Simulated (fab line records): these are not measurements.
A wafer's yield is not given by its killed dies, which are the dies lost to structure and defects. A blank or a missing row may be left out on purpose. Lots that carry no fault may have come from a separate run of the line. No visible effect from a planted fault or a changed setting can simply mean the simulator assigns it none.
Matching of chambers	flow sky130	SKY_CONTACT_ETCH_16 on rie diel-03: 4 sister chambers
The step etches BARC in N2/H2, stops on SiO2, time 45.9 s, target depth 60 nm. 18 wafers are shown with their chamber, then 9 later ones without.

WAFERS PAIRED WITH THEIR CHAMBERS
wafer	chamber	oes product au (a.u.)	throttle valve pct (%)	chamber pressure mTorr (mTorr)
L075.3	0	0.853	13.231	30.028
L075.5	0	0.852	13.239	30.036
L075.6	1	0.852	13.233	29.997
L079.2	2	0.855	13.217	29.992
L079.3	3	0.845	13.217	30.001
L079.4	0	0.854	13.236	29.995
L081.1	1	0.857	13.229	29.979
L081.4	3	0.854	13.227	30.010
L081.5	3	0.846	13.223	30.042
L083.1	3	0.854	13.217	29.979
L083.3	1	0.859	13.231	29.997
L083.6	1	0.847	13.224	30.016
L084.2	1	0.861	13.226	29.991
L084.5	3	0.849	13.211	30.016
L084.6	0	0.857	13.206	29.965
L087.1	2	0.858	13.232	30.012
L087.2	1	0.860	13.218	30.038
L087.6	1	0.853	13.219	30.008

SIGNATURES (means of the wafers above)
reading	chamber 0	chamber 1	chamber 2	chamber 3	scatter within a chamber
oes product au	0.85400	0.85557	0.85650	0.84960	0.0042
throttle valve pct	13.22800	13.22571	13.22450	13.21900	0.00903
chamber pressure mTorr	30.00600	30.00371	30.00200	30.00960	0.0234
Rule: distance of a wafer from a chamber = root of the sum over the readings of ((wafer's reading minus chamber's mean) / reading's scatter) squared. If the next closest chamber is less than 2 further off than the closest, the wafer can't be placed; otherwise it belongs to the closest. The scatter: take each reading less its chamber's mean, square it, sum over the shown wafers, divide by the number of wafers less the number of chambers, and take the root.

WAFERS WITHOUT THEIR CHAMBER
wafer	oes product au (a.u.)	throttle valve pct (%)	chamber pressure mTorr (mTorr)
L091.4	0.856	13.218	30.016
L091.5	0.862	13.209	30.064
L091.6	0.850	13.231	29.994
L094.1	0.857	13.216	30.041
L094.3	0.861	13.216	30.024
L094.6	0.859	13.207	30.047
L097.2	0.862	13.224	30.007
L097.3	0.859	13.224	29.996
L097.6	0.861	13.218	29.944

CHAMBER TAKEN BY EACH
wafer	from the rows above	in truth
L091.4	can't be placed: 2 or 1 or 0 or 3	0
L091.5	can't be placed: 2 or 1 or 0 or 3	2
L091.6	can't be placed: 0 or 3 or 1 or 2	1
L094.1	can't be placed: 2 or 1 or 0 or 3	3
L094.3	can't be placed: 2 or 1 or 0 or 3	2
L094.6	can't be placed: 2 or 1 or 3 or 0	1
L097.2	can't be placed: 2 or 1 or 0 or 3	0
L097.3	can't be placed: 2 or 1 or 0 or 3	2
L097.6	can't be placed: 2 or 1 or 0 or 3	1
Placed correctly: 0 of 9. Can't be placed from these rows: 9 (the true chamber is among the candidates in 9). Wrongly placed: 0.
